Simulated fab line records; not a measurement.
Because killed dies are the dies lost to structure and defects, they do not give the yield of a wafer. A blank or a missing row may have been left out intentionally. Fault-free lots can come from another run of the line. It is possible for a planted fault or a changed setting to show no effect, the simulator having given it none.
Which tool was responsible? -- flow sky130 -- 37 wafers from 13 lots sampled at 4 of the route's 708 steps

== WHAT THE GAUGES SHOWED, per wafer ==
SKY_CONTACT_CD_MEAS_14: target cd 170 nm.
lot,measured,on,cd_nm (nm)
L442,day 31 03:14,cd_sem-02,172.2 170.7 170.9
L443,day 31 21:47,cd_sem-01,168.0 168.6 168.9
L444,day 32 14:13,cd_sem-01,171.7 171.3 170.6
L445,day 32 18:35,cd_sem-02,168.2 168.5 167.9
L453,day 35 08:25,cd_sem-01,167.7 166.6
L455,day 35 21:47,cd_sem-01,168.2 168.7
L456,day 35 23:35,cd_sem-02,173.0 169.8 171.3
L458,day 37 01:17,cd_sem-02,168.1 168.3 169.5
L459,day 37 07:34,cd_sem-02,170.2 169.5 171.6
L462,day 38 12:02,cd_sem-01,169.9 169.1 168.7
L463,day 38 14:18,cd_sem-01,168.0 168.2 167.0
L464,day 38 20:44,cd_sem-02,169.8 169.0 169.3
L465,day 39 03:11,cd_sem-02,168.6 168.7 169.1

SKY_PAD_OPEN_BOW_MEAS_13.
lot,measured,on,PAD_OPEN_BOW (um)
L442,day 45 07:40,film_metro-02,46 42 37
L443,day 45 23:50,film_metro-02,46 42 51
L444,day 46 12:46,film_metro-03,32 42 34
L445,day 46 16:11,film_metro-03,44 40 47
L453,day 48 16:47,film_metro-01,37 41
L455,day 48 22:44,film_metro-03,38 39
L456,day 49 01:29,film_metro-02,44 52 50
L458,day 49 17:56,film_metro-03,43 50 46
L459,day 49 22:21,film_metro-02,62 56 58
L462,day 50 19:00,film_metro-03,43 49 46
L463,day 50 20:59,film_metro-03,64 40 53
L464,day 51 01:13,film_metro-02,40 38 49
L465,day 51 02:50,film_metro-01,43 54 59

== TOOL THAT RAN EACH LOT (tool first, then ch and the chambers of the sampled wafers, then the start) ==
lot,SKY_METAL3_ETCH_16,SKY_VIA4_SOFTBAKE_07
L442,"rie_metal-04 ch 1, day 38 02:53","litho_track-01 ch 0, day 41 20:10"
L443,"rie_metal-02 ch 0,1, day 38 19:07","litho_track-03 ch 0, day 42 14:22"
L444,"rie_metal-04 ch 0,1, day 39 10:25","litho_track-03 ch 0, day 43 03:56"
L445,"rie_metal-04 ch 0,1, day 39 15:48","litho_track-04 ch 0, day 43 07:44"
L453,"rie_metal-04 ch 0, day 41 23:52","litho_track-04 ch 0, day 45 13:13"
L455,"rie_metal-04 ch 0,1, day 42 11:16","litho_track-04 ch 0, day 45 21:26"
L456,"rie_metal-01 ch 0,1, day 42 14:22","litho_track-04 ch 0, day 46 00:53"
L458,"rie_metal-01 ch 0,1, day 43 13:02","litho_track-03 ch 0, day 46 19:52"
L459,"rie_metal-04 ch 0,1, day 43 16:52","litho_track-01 ch 0, day 46 23:37"
L462,"rie_metal-01 ch 0, day 44 19:45","litho_track-01 ch 0, day 48 00:31"
L463,"rie_metal-01 ch 0,1, day 44 21:21","litho_track-01 ch 0, day 48 04:06"
L464,"rie_metal-04 ch 0,1, day 45 03:28","litho_track-03 ch 0, day 48 09:49"
L465,"rie_metal-01 ch 0, day 45 06:23","litho_track-01 ch 0, day 48 10:42"
- SKY_METAL3_ETCH_16: etches BARC in N2/H2, stops on SiO2, time 88.2 s, target depth 60 nm.
- SKY_VIA4_SOFTBAKE_07: time 60 s.

== WHAT THE TOOLS THEMSELVES READ (means of the sampled wafers that have a number; where no wafer has one, the mark that the record gives instead) ==
SKY_METAL3_ETCH_16.
lot,tool,drypump_motor_current_A (A),oes_product_au (a.u.),throttle_valve_pct (%)
L442,rie_metal-04,6.33,0.626,13.206
L443,rie_metal-02,6.19,0.624,13.204
L444,rie_metal-04,6.27,0.623,13.205
L445,rie_metal-04,6.26,0.626,13.195
L453,rie_metal-04,6.10,0.623,13.201
L455,rie_metal-04,6.22,0.630,13.214
L456,rie_metal-01,6.29,0.627,13.213
L458,rie_metal-01,6.29,0.625,13.202
L459,rie_metal-04,6.27,0.626,13.203
L462,rie_metal-01,6.29,0.624,13.206
L463,rie_metal-01,6.29,0.627,13.208
L464,rie_metal-04,6.18,0.622,13.202
L465,rie_metal-01,6.28,0.626,13.194

SKY_VIA4_SOFTBAKE_07.
lot,tool,run_length_s (s)
L442,litho_track-01,89.47
L443,litho_track-03,89.19
L444,litho_track-03,89.08
L445,litho_track-04,89.02
L453,litho_track-04,90.19
L455,litho_track-04,90.04
L456,litho_track-04,90.34
L458,litho_track-03,89.18
L459,litho_track-01,89.32
L462,litho_track-01,89.26
L463,litho_track-01,89.28
L464,litho_track-03,89.19
L465,litho_track-01,89.25

== THE ANSWER, worked out from the rows above alone ==
Rule: the lots themselves supply what counts as usual. The widest of any qualifying gaps counts: lots, ordered by their means at a reading, are off when they make up no more than a third of the lots, leave a main group of 4 or more, and stand apart from it by 3 or more times the standard deviation of that group's means. The tables above print the reading to a certain number of digits; a main group whose means all agree to those digits is not used. Also off: a lot with no number at a reading for which 4 or more lots have one. Any other lot the step has rows for is counted as sound. After the gauges, taken in route order, come the tools' own readings; for these a lot's mean is taken, as printed above. At the first step where some lot is off, the reading lying furthest off is the one used; lots without a number count as furthest.
Off: L453, L455, L456, at SKY_VIA4_SOFTBAKE_07 (run_length_s). For the main group the mean is 89.22 s and the standard deviation 0.12.
If a tool, at that step or one of the process steps before it, ran each lot that is off and ran no sound lot following the first of them, it fits. One fits: SKY_VIA4_SOFTBAKE_07 on litho_track-04. A fault onset in the window from L445 (day 43 07:44, its last sound lot) to L453 (day 45 13:13, its first lot off) fits.
The tool's own readings at SKY_VIA4_SOFTBAKE_07 bear it out: on the lots that are off they differ by more than 5 times the standard deviation of the sound lots' means. run_length_s reads 90.19 s there against 89.22 s on the sound lots.

== WHAT THE SIMULATOR PUT IN ==
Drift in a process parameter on litho_track-04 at SKY_VIA4_SOFTBAKE_07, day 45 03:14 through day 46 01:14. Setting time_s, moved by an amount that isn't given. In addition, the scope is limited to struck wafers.
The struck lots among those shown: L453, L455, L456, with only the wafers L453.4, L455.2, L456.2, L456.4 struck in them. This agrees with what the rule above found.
